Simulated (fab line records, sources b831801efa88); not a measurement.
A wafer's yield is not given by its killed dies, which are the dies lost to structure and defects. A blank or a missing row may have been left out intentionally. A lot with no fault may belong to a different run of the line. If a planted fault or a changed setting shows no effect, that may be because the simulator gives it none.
Which tool is to blame?	flow sky130	Sampling: 14 lots, 42 wafers, 4 of 708 route steps

## WHAT THE GAUGES READ, wafer by wafer
SKY_VIA3_THK_MEAS_23: measures by xrf.
lot	measured	on	VIA3_W_THK (nm)
L379	day 41 02:27	film metro-04	396 382 382
L380	day 41 12:39	film metro-04	384 392 384
L383	day 42 07:17	film metro-02	387 389 391
L385	day 42 20:31	film metro-03	394 382 392
L384	day 42 17:52	film metro-03	383 388 391
L386	day 42 23:08	film metro-02	387 387 382
L388	day 43 08:46	film metro-02	382 381 385
L390	day 44 13:23	film metro-02	378 378 374
L391	day 44 16:56	film metro-04	381 379 375
L392	day 44 22:15	film metro-03	372 373 376
L393	day 45 15:34	film metro-03	377 375 373
L394	day 45 17:12	film metro-04	380 394 383
L395	day 46 06:20	film metro-02	390 395 374
L398	day 46 11:20	film metro-03	382 380 376

SKY_METAL4_CD_MEAS_13 targets a cd of 300 nm.
lot	measured	on	cd nm (nm)
L379	day 43 03:19	cd sem-02	299.8 299.1 300.6
L380	day 43 14:35	cd sem-02	297.7 299.9 298.5
L383	day 44 07:49	cd sem-02	297.9 297.3 297.6
L385	day 44 19:10	cd sem-01	301.0 300.7 301.2
L384	day 44 17:15	cd sem-02	299.0 300.5 300.1
L386	day 44 22:17	cd sem-02	301.0 300.6 301.7
L388	day 45 07:33	cd sem-02	299.8 298.2 300.6
L390	day 46 11:37	cd sem-02	299.1 299.4 299.0
L391	day 46 15:26	cd sem-02	300.1 300.7 300.4
L392	day 46 20:14	cd sem-01	301.6 300.7 300.1
L393	day 47 11:55	cd sem-01	300.7 300.9 299.8
L394	day 47 13:52	cd sem-02	297.9 298.0 298.9
L395	day 48 01:20	cd sem-01	300.8 302.7 300.8
L398	day 48 05:11	cd sem-01	300.7 300.9 300.6

## WHICH TOOL RAN EACH LOT (tool, then ch and the chambers of the sampled wafers, then the start)
lot	SKY_VT_ADJUST_HVTR_DEVELOP_06	SKY_VIA3_CMP_02
L379	litho track-02 ch 0, day 10 14:15	cmp-02 ch 0,2, day 40 00:20
L380	litho track-03 ch 0, day 10 19:02	cmp-01 ch 0,3, day 40 10:20
L383	litho track-02 ch 0, day 11 15:40	cmp-01 ch 0,1,3, day 41 06:07
L385	litho track-03 ch 0, day 12 06:35	cmp-02 ch 1,2,3, day 41 18:32
L384	litho track-01 ch 0, day 12 07:38	cmp-02 ch 1,2, day 41 16:29
L386	litho track-03 ch 0, day 12 10:15	cmp-02 ch 0,1,3, day 41 20:59
L388	litho track-03 ch 0, day 13 02:11	cmp-02 ch 0,1, day 42 07:08
L390	litho track-03 ch 0, day 13 16:25	cmp-01 ch 0,2,3, day 43 13:12
L391	litho track-01 ch 0, day 14 03:14	cmp-01 ch 2,3, day 43 16:17
L392	litho track-02, day 14 19:15	cmp-02 ch 0,1,2, day 43 21:54
L393	litho track-02, day 15 02:16	cmp-02 ch 2,3, day 44 15:20
L394	litho track-01 ch 0, day 15 06:38	cmp-02 ch 0,2,3, day 44 16:47
L395	litho track-03 ch 0, day 15 08:43	cmp-01 ch 0,1,3, day 45 07:31
L398	litho track-01 ch 0, day 16 08:14	cmp-02 ch 0,2, day 45 11:59
- SKY_VT_ADJUST_HVTR_DEVELOP_06: develop time 60 s.
- SKY_VIA3_CMP_02: polishes SiO2.

## AS READ BY THE TOOLS THEMSELVES (means over the sampled wafers that have a number; for cases with no such wafer, the mark the record gives instead)
SKY_VT_ADJUST_HVTR_DEVELOP_06.
lot	tool	chill plate temp C (C)
L379	litho track-02	23.01
L380	litho track-03	22.92
L383	litho track-02	22.98
L385	litho track-03	23.00
L384	litho track-01	22.91
L386	litho track-03	22.93
L388	litho track-03	23.05
L390	litho track-03	23.12
L391	litho track-01	22.91
L392	litho track-02	-
L393	litho track-02	-
L394	litho track-01	22.92
L395	litho track-03	22.90
L398	litho track-01	23.14

SKY_VIA3_CMP_02.
lot	tool	head pressure psi (psi)	motor current A (A)	retaining ring pressure frac
L379	cmp-02	4.010	11.4	0.996
L380	cmp-01	4.008	14.0	1.001
L383	cmp-01	4.003	13.7	1.003
L385	cmp-02	3.997	12.4	0.997
L384	cmp-02	4.004	13.2	1.001
L386	cmp-02	3.993	11.2	1.001
L388	cmp-02	4.000	11.7	1.001
L390	cmp-01	3.994	13.6	0.996
L391	cmp-01	4.004	14.1	1.006
L392	cmp-02	4.006	12.1	0.998
L393	cmp-02	3.994	12.9	0.998
L394	cmp-02	4.001	11.5	1.000
L395	cmp-01	3.999	13.7	0.997
L398	cmp-02	3.993	11.2	0.996

## THE ANSWER, worked out from the rows above alone
Rule: what is usual is taken from the lots themselves. The widest of any qualifying gaps counts: lots, ordered by their means at a reading, are off when they make up no more than a third of the lots, leave a main group of 4 or more, and stand apart from it by 3 or more times the standard deviation of that group's means. The tables above print the reading to a certain number of digits; a main group whose means all agree to those digits is not used. Also off: a lot with no number at a reading for which 4 or more lots have one. Where the step has rows for the other lots, those lots are counted as sound. First the gauges in route order, then the tools' own readings, where a lot's mean is used as printed above. At the first step where some lot is off, the reading lying furthest off is the one used; lots without a number count as furthest.
Off: L392, L393 (SKY_VT_ADJUST_HVTR_DEVELOP_06, chill plate temp C). Without a number there: L392, L393. Mean 22.98 C and standard deviation 0.08 in the main group.
If a tool, at that step or one of the process steps before it, ran each lot that is off and ran no sound lot following the first of them, it fits. One candidate fits, namely litho track-02 at SKY_VT_ADJUST_HVTR_DEVELOP_06. A fault onset in the window from L383 (day 11 15:40, its last sound lot) to L392 (day 14 19:15, its first lot off) fits.
Blank at SKY_VT_ADJUST_HVTR_DEVELOP_06 on the lots that are off, where sound lots have numbers: chill plate temp C.

## WHAT HAD BEEN PUT IN BY THE SIMULATOR
At SKY_VT_ADJUST_HVTR_DEVELOP_06, the step was skipped entirely on litho track-02 from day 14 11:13 on. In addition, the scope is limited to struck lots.
Lots struck among those shown: L392, L393. Same finding as the rule above.
